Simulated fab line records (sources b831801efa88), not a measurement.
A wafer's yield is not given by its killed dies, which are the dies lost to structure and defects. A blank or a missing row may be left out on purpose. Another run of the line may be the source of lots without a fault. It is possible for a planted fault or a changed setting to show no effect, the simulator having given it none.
Chamber matching | flow gf180mcu | cmp-01 running GF_V3_CMP_26: 4 sister chambers
The step polishes, stops on SiO2, t overpolish 15 s, target thk 0 nm. 4 wafers are shown with their chamber, then 8 later ones without.

## WAFERS WITH THEIR CHAMBER
wafer  | chamber | motor_current_A (A)
L800.4 | 1       | 11.8
L805.4 | 2       | 11.4
L805.6 | 3       | 10.3
L807.1 | 0       | 11.2

## WAFERS WITH NO CHAMBER GIVEN
wafer  | motor_current_A (A)
L807.5 | 10.2
L807.6 | 11.0
L811.1 | 11.1
L811.4 | 10.2
L811.5 | 11.6
L812.1 | 10.9
L812.3 | 12.2
L812.5 | 11.9

## EACH ONE'S CHAMBER
wafer  | from the rows above          | in truth
L807.5 | 3                            | 3
L807.6 | can't be placed: 0 or 2      | 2
L811.1 | can't be placed: 0 or 2      | 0
L811.4 | 3                            | 3
L811.5 | can't be placed: 2 or 1 or 0 | 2
L812.1 | can't be placed: 0 or 2 or 3 | 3
L812.3 | can't be placed: 1 or 2      | 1
L812.5 | can't be placed: 1 or 2      | 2
Correct placement for 2 of the 8. These rows do not allow placing 6 (true chamber among the candidates in 6). 0 placed wrongly.
How it was worked out, from the rows above alone: a wafer's distance from a chamber is the root of the sum, over the readings, of the square of ((its reading less the chamber's mean) divided by the reading's scatter). The wafer belongs to the nearest chamber; if the next one is less than 2 further off, it can't be placed. For every chamber, the mean is computed from those of its wafers that are shown. The scatter: root of mean squared gap, hidden wafer to nearest shown wafer, with one shown wafer a chamber.
